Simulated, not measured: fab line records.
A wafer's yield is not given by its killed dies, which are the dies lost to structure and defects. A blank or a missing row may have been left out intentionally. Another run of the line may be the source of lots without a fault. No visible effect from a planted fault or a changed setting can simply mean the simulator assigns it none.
Matching of chambers || flow gf180mcu || GF_V2_CVD_02 on pecvd-02 has 3 sister chambers
The step deposits SiO2 from TEOS, target thk 850 nm, time 94.851 s. 24 wafers are shown with their chamber, then 12 later ones without.

WAFERS PAIRED WITH THEIR CHAMBERS
{"wafer": "L074.1", "chamber": 1, "heaterPowerW (W)": 700}
{"wafer": "L074.2", "chamber": 0, "heaterPowerW (W)": 565}
{"wafer": "L074.4", "chamber": 0, "heaterPowerW (W)": 608}
{"wafer": "L076.1", "chamber": 2, "heaterPowerW (W)": 565}
{"wafer": "L076.2", "chamber": 0, "heaterPowerW (W)": 545}
{"wafer": "L076.3", "chamber": 1, "heaterPowerW (W)": 676}
{"wafer": "L076.4", "chamber": 2, "heaterPowerW (W)": 581}
{"wafer": "L076.5", "chamber": 1, "heaterPowerW (W)": 708}
{"wafer": "L076.6", "chamber": 0, "heaterPowerW (W)": 604}
{"wafer": "L079.4", "chamber": 1, "heaterPowerW (W)": 707}
{"wafer": "L079.5", "chamber": 0, "heaterPowerW (W)": 573}
{"wafer": "L079.6", "chamber": 2, "heaterPowerW (W)": 588}
{"wafer": "L080.1", "chamber": 1, "heaterPowerW (W)": 698}
{"wafer": "L080.2", "chamber": 2, "heaterPowerW (W)": 520}
{"wafer": "L080.6", "chamber": 0, "heaterPowerW (W)": 510}
{"wafer": "L081.2", "chamber": 1, "heaterPowerW (W)": 700}
{"wafer": "L081.5", "chamber": 2, "heaterPowerW (W)": 589}
{"wafer": "L081.6", "chamber": 0, "heaterPowerW (W)": 612}
{"wafer": "L085.1", "chamber": 2, "heaterPowerW (W)": 572}
{"wafer": "L085.2", "chamber": 1, "heaterPowerW (W)": 663}
{"wafer": "L085.3", "chamber": 0, "heaterPowerW (W)": 608}
{"wafer": "L085.4", "chamber": 1, "heaterPowerW (W)": 687}
{"wafer": "L085.5", "chamber": 0, "heaterPowerW (W)": 639}
{"wafer": "L085.6", "chamber": 2, "heaterPowerW (W)": 601}

SIGNATURES (means of the wafers above)
{"reading": "heaterPowerW", "chamber 0": 584.89, "chamber 1": 692.38, "chamber 2": 573.71, "scatter within a chamber": 29.9}
Rule: a wafer lies at a distance from a chamber equal to the root of the sum of squares, over the readings, of (its reading less the chamber's mean, divided by the reading's scatter). The wafer belongs to the nearest chamber; if the next one is less than 2 further off, it can't be placed. The scatter: the root of (the sum of the squares of (reading less its chamber's mean) over the shown wafers, divided by (wafers less chambers)).

WAFERS WITH NO CHAMBER GIVEN
{"wafer": "L088.2", "heaterPowerW (W)": 543}
{"wafer": "L088.3", "heaterPowerW (W)": 637}
{"wafer": "L088.4", "heaterPowerW (W)": 715}
{"wafer": "L090.1", "heaterPowerW (W)": 565}
{"wafer": "L090.2", "heaterPowerW (W)": 619}
{"wafer": "L090.3", "heaterPowerW (W)": 594}
{"wafer": "L092.1", "heaterPowerW (W)": 619}
{"wafer": "L092.5", "heaterPowerW (W)": 685}
{"wafer": "L092.6", "heaterPowerW (W)": 469}
{"wafer": "L096.2", "heaterPowerW (W)": 695}
{"wafer": "L096.4", "heaterPowerW (W)": 583}
{"wafer": "L096.5", "heaterPowerW (W)": 732}

WHICH CHAMBER EACH ONE RAN IN
{"wafer": "L088.2", "from the rows above": "can't be placed: 2 or 0", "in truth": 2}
{"wafer": "L088.3", "from the rows above": "can't be placed: 0 or 1 or 2", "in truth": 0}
{"wafer": "L088.4", "from the rows above": 1, "in truth": 1}
{"wafer": "L090.1", "from the rows above": "can't be placed: 2 or 0", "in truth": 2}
{"wafer": "L090.2", "from the rows above": "can't be placed: 0 or 2 or 1", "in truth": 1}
{"wafer": "L090.3", "from the rows above": "can't be placed: 0 or 2", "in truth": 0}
{"wafer": "L092.1", "from the rows above": "can't be placed: 0 or 2 or 1", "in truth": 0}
{"wafer": "L092.5", "from the rows above": 1, "in truth": 1}
{"wafer": "L092.6", "from the rows above": "can't be placed: 2 or 0", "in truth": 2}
{"wafer": "L096.2", "from the rows above": 1, "in truth": 1}
{"wafer": "L096.4", "from the rows above": "can't be placed: 0 or 2", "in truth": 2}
{"wafer": "L096.5", "from the rows above": 1, "in truth": 1}
Correctly placed: 4 of 12. Unplaceable from these rows: 8, with the true chamber sitting among the candidates in 8. Placed wrongly: 0.
